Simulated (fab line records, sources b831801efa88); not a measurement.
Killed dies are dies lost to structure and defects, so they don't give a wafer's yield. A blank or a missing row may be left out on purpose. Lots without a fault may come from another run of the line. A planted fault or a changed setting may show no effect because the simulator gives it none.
Which tool did it? | flow sky130 | 12 lots, 36 wafers sampled, at 3 steps of a route of 708

WHAT THE GAUGES READ, wafer by wafer
SKY_METAL4_CD_MEAS_13: target cd 300 nm. Usual: cd_nm 299.8 nm, standard deviation 1.3.
lot  | measured     | on        | cd_nm (nm)        | flag
L401 | day 41 06:29 | cd_sem-01 | 300.5 299.7 299.3 |
L402 | day 41 18:21 | cd_sem-01 | 300.7 302.5 300.3 |
L403 | day 42 04:50 | cd_sem-01 | 299.4 300.5 300.4 |
L405 | day 42 21:42 | cd_sem-01 | 299.9 299.2 299.3 |
L408 | day 43 16:29 | cd_sem-02 | 297.5 298.1 300.2 |
L410 | day 44 00:31 | cd_sem-02 | 299.0 300.2 299.5 |
L411 | day 44 13:40 | cd_sem-01 | 297.8 298.0 299.8 |
L412 | day 44 19:31 | cd_sem-01 | 299.8 298.0 299.5 |
L414 | day 45 02:43 | cd_sem-02 | 299.9 299.9 299.4 |
L423 | day 47 06:28 | cd_sem-02 | 298.3 298.3 298.8 |
L422 | day 47 12:43 | cd_sem-01 | 297.4 299.1 299.4 |
L424 | day 47 18:34 | cd_sem-02 | 300.5 300.6 299.5 |

WHICH TOOL RAN EACH LOT (tool, then ch and the chambers of the sampled wafers, then the start)
lot  | SKY_CAP2M_STRIP_14                   | SKY_METAL4_HMDS_06
L401 | plasma_asher-04 ch 0,1, day 40 06:00 | litho_track-04 ch 0, day 40 18:52
L402 | plasma_asher-04 ch 0,1, day 40 18:21 | litho_track-01 ch 0, day 41 05:57
L403 | plasma_asher-04 ch 0,1, day 41 04:44 | litho_track-03 ch 0, day 41 17:01
L405 | plasma_asher-03 ch 0,1, day 41 21:41 | litho_track-01 ch 0, day 42 09:12
L408 | plasma_asher-03 ch 0,1, day 42 17:09 | litho_track-04 ch 0, day 43 04:34
L410 | plasma_asher-03 ch 0,1, day 43 00:51 | litho_track-04 ch 0, day 43 11:58
L411 | plasma_asher-04 ch 0,1, day 43 14:18 | litho_track-04 ch 0, day 44 02:04
L412 | plasma_asher-03 ch 1, day 43 20:24   | litho_track-01 ch 0, day 44 07:02
L414 | plasma_asher-04 ch 0,1, day 44 03:32 | litho_track-04 ch 0, day 44 15:01
L423 | plasma_asher-04 ch 0,1, day 46 10:03 | litho_track-01 ch 0, day 46 20:32
L422 | plasma_asher-04 ch 0,1, day 46 15:50 | litho_track-03 ch 0, day 47 01:17
L424 | plasma_asher-03 ch 0,1, day 46 22:18 | litho_track-04 ch 0, day 47 07:46
- SKY_CAP2M_STRIP_14: strips in O2/N2.
- SKY_METAL4_HMDS_06: prime time 60 s.

WHAT THE TOOLS THEMSELVES READ (means of the sampled wafers that have a number; where no wafer has one, the mark that the record gives instead)
SKY_CAP2M_STRIP_14. Usual: drypump_motor_current_A 5.4 A, standard deviation 0.34; oes_product_au 0.711 a.u., standard deviation 0.0046; strip_time_to_endpoint_s 12.64 s, standard deviation 0.04.
lot  | tool            | drypump_motor_current_A (A) | oes_product_au (a.u.) | strip_time_to_endpoint_s (s) | flag
L401 | plasma_asher-04 | 5.2                         | 0.709                 | 12.65                        |
L402 | plasma_asher-04 | 5.3                         | 0.710                 | 12.66                        |
L403 | plasma_asher-04 | 5.3                         | 0.710                 | 12.61                        |
L405 | plasma_asher-03 | 5.8                         | 0.710                 | 12.61                        |
L408 | plasma_asher-03 | 5.8                         | 0.711                 | 12.74                        |
L410 | plasma_asher-03 | 5.8                         | 0.710                 | 12.63                        |
L411 | plasma_asher-04 | 5.2                         | 0.712                 | 12.66                        |
L412 | plasma_asher-03 | 5.9                         | 0.709                 | 12.64                        |
L414 | plasma_asher-04 | 5.2                         | 0.713                 | 12.59                        |
L423 | plasma_asher-04 | 5.2                         | 0.716                 | 12.64                        |
L422 | plasma_asher-04 | 5.1                         | 0.708                 | 12.61                        |
L424 | plasma_asher-03 | 5.8                         | 0.712                 | 12.60                        |

SKY_METAL4_HMDS_06. Usual: prime_temp_c 119.98 C, standard deviation 0.14.
lot  | tool           | prime_temp_c (C) | flag
L401 | litho_track-04 | 119.79           |
L402 | litho_track-01 | 119.99           |
L403 | litho_track-03 | 120.06           |
L405 | litho_track-01 | 120.05           |
L408 | litho_track-04 | 119.95           |
L410 | litho_track-04 | 119.83           |
L411 | litho_track-04 | 119.07           | OFF
L412 | litho_track-01 | 119.97           |
L414 | litho_track-04 | 118.96           | OFF
L423 | litho_track-01 | 120.08           |
L422 | litho_track-03 | 119.89           |
L424 | litho_track-04 | 120.20           |

THE ANSWER, worked out from the rows above alone
Rule: a lot is off if the mean of its wafers that have a number lies more than 3 standard deviations from the usual mean. A lot without any number at a reading at which 4 lots or more have one is off too. The other lots that the step has rows for count as sound. The gauges are gone through in route order, then the tools' own readings, and for those a lot's mean is taken as printed above. The first step at which some lot is off is used, and at that step the reading that is off furthest; a lot without a number counts as furthest.
Off: L411, L414, at SKY_METAL4_HMDS_06 (prime_temp_c).
A tool fits if, at that step or a process step before it, it ran every lot that is off, and no sound lot after the first of them. None of those tried fits.

WHAT THE SIMULATOR HAD PUT IN
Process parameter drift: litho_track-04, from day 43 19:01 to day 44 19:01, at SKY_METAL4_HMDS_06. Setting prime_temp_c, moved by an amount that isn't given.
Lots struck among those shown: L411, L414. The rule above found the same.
